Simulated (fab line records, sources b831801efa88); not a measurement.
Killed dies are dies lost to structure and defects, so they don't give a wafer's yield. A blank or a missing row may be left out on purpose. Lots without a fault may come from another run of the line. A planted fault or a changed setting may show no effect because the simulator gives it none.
Which tool did it? | flow sky130 | 24 lots, 72 wafers sampled, at 6 steps of a route of 708

WHAT THE GAUGES READ, wafer by wafer
SKY_LDD_HVN_TW_MEAS_10. Usual: LDD_HVN_TW 1436, standard deviation 8.5.
lot  | measured     | on            | LDD_HVN_TW     | flag
L074 | day 18 14:17 | film_metro-03 | 1441 1436 1439 |
L075 | day 20 07:57 | film_metro-02 | 1434 1444 1429 |
L076 | day 21 04:55 | film_metro-03 | 1432 1433 1440 |
L077 | day 22 04:29 | film_metro-03 | 1423 1422 1428 |
L078 | day 22 05:24 | film_metro-02 | 1455 1451 1454 |
L079 | day 22 14:14 | film_metro-03 | 1420 1435 1429 |
L080 | day 23 00:23 | film_metro-03 | 1435 1440 1440 |
L081 | day 23 15:10 | film_metro-03 | 1428 1441 1435 |
L082 | day 24 04:22 | film_metro-03 | 1428 1426 1424 |
L083 | day 24 12:37 | film_metro-03 | 1424 1412 1419 |
L084 | day 24 17:00 | film_metro-02 | 1445 1441 1440 |
L085 | day 25 00:47 | film_metro-03 | 1428 1423 1426 |
L086 | day 27 06:34 | film_metro-02 | 1440 1444 1440 |
L087 | day 27 05:04 | film_metro-04 | 1428 1436 1446 |
L088 | day 27 07:46 | film_metro-02 | 1444 1435 1440 |
L089 | day 27 05:52 | film_metro-02 | 1441 1439 1437 |
L090 | day 27 05:32 | film_metro-02 | 1443 1444 1453 |
L091 | day 27 08:40 | film_metro-04 | 1436 1441 1442 |
L092 | day 27 10:13 | film_metro-04 | 1444 1437 1434 |
L093 | day 27 15:55 | film_metro-02 | 1443 1443 1448 |
L094 | day 28 08:12 | film_metro-02 | 1442 1436 1440 |
L096 | day 29 06:17 | film_metro-04 | 1434 1443 1431 |
L095 | day 29 05:07 | film_metro-03 | 1421 1429 1424 |
L097 | day 29 11:11 | film_metro-04 | 1441 1438 1446 |

SKY_CAP2M_RS_MEAS_03: measures by four-point-probe. Usual: CAP2M_TIN_RS 6.95 ohm/sq, standard deviation 0.067.
lot  | measured     | on            | CAP2M_TIN_RS (ohm/sq) | flag
L074 | day 38 10:01 | film_metro-02 | 6.83 6.79 6.79        |
L075 | day 39 14:10 | film_metro-02 | 6.86 6.88 6.87        |
L076 | day 40 10:30 | film_metro-01 | 6.97 6.96 6.97        |
L077 | day 41 05:16 | film_metro-02 | 6.99 7.04 7.03        |
L078 | day 41 07:07 | film_metro-04 | 6.97 6.93 6.91        |
L079 | day 41 11:41 | film_metro-01 | 6.89 6.85 6.96        |
L080 | day 41 16:29 | film_metro-01 | 6.93 6.89 6.96        |
L081 | day 42 08:18 | film_metro-04 | 6.87 6.98 7.02        |
L082 | day 42 19:20 | film_metro-01 | 6.97 6.98 7.02        |
L083 | day 42 23:47 | film_metro-02 | 6.90 6.92 6.96        |
L084 | day 43 06:14 | film_metro-02 | 7.07 7.02 7.03        |
L085 | day 43 10:07 | film_metro-01 | 7.07 7.08 7.00        |
L086 | day 45 04:05 | film_metro-02 | 6.89 6.87 6.96        |
L087 | day 45 00:18 | film_metro-01 | 7.07 7.04 7.04        |
L088 | day 45 04:52 | film_metro-04 | 6.93 6.94 6.86        |
L089 | day 45 02:25 | film_metro-01 | 6.99 6.96 6.99        |
L090 | day 45 00:59 | film_metro-02 | 6.96 6.96 6.97        |
L091 | day 45 06:51 | film_metro-01 | 6.98 6.99 7.02        |
L092 | day 45 07:34 | film_metro-04 | 6.83 6.80 6.81        |
L093 | day 45 08:11 | film_metro-02 | 6.81 6.85 6.84        |
L094 | day 45 20:50 | film_metro-01 | 6.99 7.00 7.00        |
L096 | day 46 14:34 | film_metro-02 | 6.97 6.95 6.89        |
L095 | day 46 12:13 | film_metro-04 | 6.95 6.98 6.97        |
L097 | day 46 18:43 | film_metro-02 | 7.00 7.00 7.03        |

SKY_CAP2M_THK_MEAS_04: measures by xrf. Usual: CAP2M_TIN_THK 198.4 nm, standard deviation 2.
lot  | measured     | on            | CAP2M_TIN_THK (nm) | flag
L074 | day 38 10:08 | film_metro-02 | 202.7 204.7 203.6  |
L075 | day 39 14:17 | film_metro-02 | 200.9 199.1 199.9  |
L076 | day 40 10:37 | film_metro-01 | 197.6 197.5 198.0  |
L077 | day 41 05:23 | film_metro-02 | 198.4 196.7 196.2  |
L078 | day 41 07:13 | film_metro-04 | 197.6 198.1 197.8  |
L079 | day 41 11:48 | film_metro-01 | 199.2 200.4 198.2  |
L080 | day 41 16:37 | film_metro-01 | 199.2 198.9 198.3  |
L081 | day 42 08:25 | film_metro-04 | 201.6 198.8 197.2  |
L082 | day 42 19:27 | film_metro-01 | 199.4 198.8 198.7  |
L083 | day 42 23:55 | film_metro-02 | 199.9 200.5 198.2  |
L084 | day 43 06:21 | film_metro-02 | 194.6 196.8 195.9  |
L085 | day 43 10:14 | film_metro-01 | 194.7 195.0 195.6  |
L086 | day 45 04:12 | film_metro-02 | 199.4 200.5 197.8  |
L087 | day 45 00:25 | film_metro-01 | 194.2 195.7 195.1  |
L088 | day 45 04:59 | film_metro-04 | 198.6 198.9 199.9  |
L089 | day 45 02:31 | film_metro-01 | 197.0 198.6 197.4  |
L090 | day 45 01:06 | film_metro-02 | 197.7 198.8 196.6  |
L091 | day 45 06:58 | film_metro-01 | 197.0 196.8 195.2  |
L092 | day 45 07:41 | film_metro-04 | 201.6 202.5 201.2  |
L093 | day 45 08:18 | film_metro-02 | 201.5 200.7 200.2  |
L094 | day 45 20:57 | film_metro-01 | 195.9 197.3 195.6  |
L096 | day 46 14:41 | film_metro-02 | 197.7 199.3 200.4  |
L095 | day 46 12:19 | film_metro-04 | 199.7 197.8 197.5  |
L097 | day 46 18:50 | film_metro-02 | 197.3 197.7 196.5  |

SKY_METAL5_RS_MEAS_05: measures by four-point-probe. Usual: METAL5_ALCU_RS 0.02689 ohm/sq, standard deviation 0.00028.
lot  | measured     | on            | METAL5_ALCU_RS (ohm/sq) | flag
L074 | day 41 17:08 | film_metro-02 | 0.0274 0.02684 0.02706  |
L075 | day 42 17:56 | film_metro-02 | 0.02681 0.02689 0.02688 |
L076 | day 43 14:05 | film_metro-01 | 0.02704 0.02697 0.02715 |
L077 | day 44 07:38 | film_metro-02 | 0.02671 0.02642 0.02644 |
L078 | day 44 08:20 | film_metro-01 | 0.02721 0.02707 0.02729 |
L079 | day 44 13:12 | film_metro-02 | 0.0268 0.02663 0.02689  |
L080 | day 44 17:31 | film_metro-02 | 0.02635 0.02619 0.02643 |
L081 | day 45 09:02 | film_metro-02 | 0.02708 0.02696 0.02681 |
L082 | day 45 19:08 | film_metro-02 | 0.02671 0.02669 0.02656 |
L083 | day 45 22:10 | film_metro-01 | 0.02662 0.02678 0.02679 |
L084 | day 46 04:11 | film_metro-03 | 0.02642 0.02656 0.02651 |
L085 | day 46 07:29 | film_metro-01 | 0.0271 0.02675 0.02693  |
L086 | day 47 20:43 | film_metro-03 | 0.02684 0.02737 0.02714 |
L087 | day 47 17:20 | film_metro-01 | 0.0273 0.027 0.027      |
L088 | day 47 21:37 | film_metro-01 | 0.02669 0.02699 0.02679 |
L089 | day 47 20:08 | film_metro-01 | 0.02706 0.0271 0.02724  |
L090 | day 47 18:41 | film_metro-01 | 0.027 0.02661 0.0268    |
L091 | day 47 21:56 | film_metro-01 | 0.02679 0.0272 0.02701  |
L092 | day 47 22:41 | film_metro-01 | 0.02717 0.02705 0.02698 |
L093 | day 47 23:20 | film_metro-03 | 0.02719 0.02723 0.02713 |
L094 | day 48 10:43 | film_metro-02 | 0.02662 0.02726 0.02674 |
L096 | day 49 02:52 | film_metro-02 | 0.02725 0.02735 0.02728 |
L095 | day 49 01:23 | film_metro-03 | 0.02703 0.02664 0.02676 |
L097 | day 49 06:25 | film_metro-01 | 0.02721 0.02684 0.02677 |

WHICH TOOL RAN EACH LOT (tool, then ch and the chambers of the sampled wafers, then the start)
lot  | SKY_VT_ADJUST_PCH_STRIP_09           | SKY_METAL5_SPUTTER_01
L074 | plasma_asher-04 ch 0,1, day 8 23:41  | pvd_sputter-04, day 41 16:59
L075 | plasma_asher-04 ch 0,1, day 10 08:52 | pvd_sputter-01, day 42 17:46
L076 | plasma_asher-03 ch 0,1, day 10 13:46 | pvd_sputter-03, day 43 13:56
L077 | plasma_asher-01 ch 1, day 11 07:43   | pvd_sputter-01, day 44 07:29
L078 | plasma_asher-04 ch 0,1, day 11 08:43 | pvd_sputter-03, day 44 08:10
L079 | plasma_asher-04 ch 0,1, day 12 04:40 | pvd_sputter-01, day 44 13:04
L080 | plasma_asher-03 ch 0,1, day 12 15:14 | pvd_sputter-01, day 44 17:22
L081 | plasma_asher-04 ch 0,1, day 12 23:41 | pvd_sputter-04, day 45 08:52
L082 | plasma_asher-04 ch 0,1, day 13 06:00 | pvd_sputter-01, day 45 18:58
L083 | plasma_asher-01 ch 0,1, day 13 16:41 | pvd_sputter-03, day 45 22:01
L084 | plasma_asher-03 ch 1, day 14 00:17   | pvd_sputter-01, day 46 04:02
L085 | plasma_asher-01 ch 0,1, day 14 04:12 | pvd_sputter-04, day 46 07:20
L086 | plasma_asher-03 ch 0,1, day 14 13:48 | pvd_sputter-04, day 47 20:34
L087 | plasma_asher-04 ch 0,1, day 14 21:12 | pvd_sputter-01, day 47 17:11
L088 | plasma_asher-03 ch 0,1, day 15 02:18 | pvd_sputter-01, day 47 21:28
L089 | plasma_asher-01 ch 0,1, day 15 11:50 | pvd_sputter-03, day 47 19:55
L090 | plasma_asher-04 ch 0,1, day 15 20:18 | pvd_sputter-01, day 47 18:32
L091 | plasma_asher-04 ch 0,1, day 16 09:17 | pvd_sputter-04, day 47 21:46
L092 | plasma_asher-04 ch 0,1, day 16 16:01 | pvd_sputter-04, day 47 22:31
L093 | plasma_asher-01 ch 0, day 16 22:36   | pvd_sputter-03, day 47 23:11
L094 | plasma_asher-01 ch 1, day 17 12:00   | pvd_sputter-04, day 48 10:34
L096 | plasma_asher-04 ch 0,1, day 18 07:01 | pvd_sputter-04, day 49 02:43
L095 | plasma_asher-01 ch 0, day 18 08:25   | pvd_sputter-04, day 49 01:14
L097 | plasma_asher-03 ch 1, day 18 18:12   | pvd_sputter-04, day 49 06:17
- SKY_VT_ADJUST_PCH_STRIP_09: strips in O2/N2.
- SKY_METAL5_SPUTTER_01: material TiN, target thk 20 nm, time 16.7 s.

WHAT THE TOOLS THEMSELVES READ (means of the sampled wafers that have a number; where no wafer has one, the mark that the record gives instead)
SKY_VT_ADJUST_PCH_STRIP_09. Usual: drypump_motor_current_A 5.6 A, standard deviation 0.46; o2_flow_sccm 3001 sccm, standard deviation 9.8; oes_product_au 0.723 a.u., standard deviation 0.0044; strip_time_to_endpoint_s 36.92 s, standard deviation 0.12.
lot  | tool            | drypump_motor_current_A (A) | o2_flow_sccm (sccm) | oes_product_au (a.u.) | strip_time_to_endpoint_s (s) | flag
L074 | plasma_asher-04 | 5.9                         | 2995                | 0.724                 | 36.99                        |
L075 | plasma_asher-04 | 5.9                         | 3002                | 0.720                 | 37.14                        |
L076 | plasma_asher-03 | 5.6                         | 3007                | 0.722                 | 36.96                        |
L077 | plasma_asher-01 | 5.9                         | 2997                | 0.723                 | 36.95                        |
L078 | plasma_asher-04 | 5.5                         | 3006                | 0.726                 | 36.85                        |
L079 | plasma_asher-04 | 5.9                         | 2998                | 0.722                 | 36.84                        |
L080 | plasma_asher-03 | 5.4                         | 2997                | 0.720                 | 36.76                        |
L081 | plasma_asher-04 | 5.5                         | 3014                | 0.720                 | 37.02                        |
L082 | plasma_asher-04 | 5.5                         | 2991                | 0.720                 | 36.82                        |
L083 | plasma_asher-01 | 5.6                         | 2994                | 0.720                 | 37.08                        |
L084 | plasma_asher-03 | 5.3                         | 3004                | 0.726                 | 36.74                        |
L085 | plasma_asher-01 | 5.6                         | 3006                | 0.721                 | 37.04                        |
L086 | plasma_asher-03 | 5.5                         | 2999                | 0.721                 | 36.91                        |
L087 | plasma_asher-04 | 5.9                         | 3001                | 0.720                 | 37.06                        |
L088 | plasma_asher-03 | 5.5                         | 3004                | 0.725                 | 36.94                        |
L089 | plasma_asher-01 | 5.7                         | 2997                | 0.724                 | 37.03                        |
L090 | plasma_asher-04 | 5.9                         | 2997                | 0.720                 | 36.79                        |
L091 | plasma_asher-04 | 5.9                         | 3008                | 0.723                 | 36.82                        |
L092 | plasma_asher-04 | 5.9                         | 2991                | 0.724                 | 36.92                        |
L093 | plasma_asher-01 | 5.4                         | 3004                | 0.727                 | 37.04                        |
L094 | plasma_asher-01 | 5.9                         | 3000                | 0.723                 | 36.95                        |
L096 | plasma_asher-04 | 5.5                         | 2994                | 0.720                 | 36.90                        |
L095 | plasma_asher-01 | 5.4                         | 3007                | 0.720                 | 36.96                        |
L097 | plasma_asher-03 | 5.3                         | 2999                | 0.720                 | 36.71                        |

SKY_METAL5_SPUTTER_01. Usual: throttle_valve_pct 30.2 %, standard deviation 1.2.
lot  | tool           | throttle_valve_pct (%) | flag
L074 | pvd_sputter-04 | 30.2                   |
L075 | pvd_sputter-01 | 30.4                   |
L076 | pvd_sputter-03 | 30.3                   |
L077 | pvd_sputter-01 | 30.2                   |
L078 | pvd_sputter-03 | 29.8                   |
L079 | pvd_sputter-01 | 30.9                   |
L080 | pvd_sputter-01 | 30.4                   |
L081 | pvd_sputter-04 | 30.0                   |
L082 | pvd_sputter-01 | 31.5                   |
L083 | pvd_sputter-03 | 29.9                   |
L084 | pvd_sputter-01 | 31.9                   |
L085 | pvd_sputter-04 | 29.5                   |
L086 | pvd_sputter-04 | 29.5                   |
L087 | pvd_sputter-01 | 30.5                   |
L088 | pvd_sputter-01 | 29.5                   |
L089 | pvd_sputter-03 | 30.6                   |
L090 | pvd_sputter-01 | 31.7                   |
L091 | pvd_sputter-04 | 30.3                   |
L092 | pvd_sputter-04 | 29.3                   |
L093 | pvd_sputter-03 | 30.3                   |
L094 | pvd_sputter-04 | 29.5                   |
L096 | pvd_sputter-04 | 30.3                   |
L095 | pvd_sputter-04 | 30.1                   |
L097 | pvd_sputter-04 | 29.8                   |

THE ANSWER, worked out from the rows above alone
Rule: a lot is off if the mean of its wafers that have a number lies more than 3 standard deviations from the usual mean. A lot without any number at a reading at which 4 lots or more have one is off too. The other lots that the step has rows for count as sound. The gauges are gone through in route order, then the tools' own readings, and for those a lot's mean is taken as printed above. The first step at which some lot is off is used, and at that step the reading that is off furthest; a lot without a number counts as furthest.
No lot is off at any reading shown: from this, nothing can be told.

WHAT THE SIMULATOR HAD PUT IN
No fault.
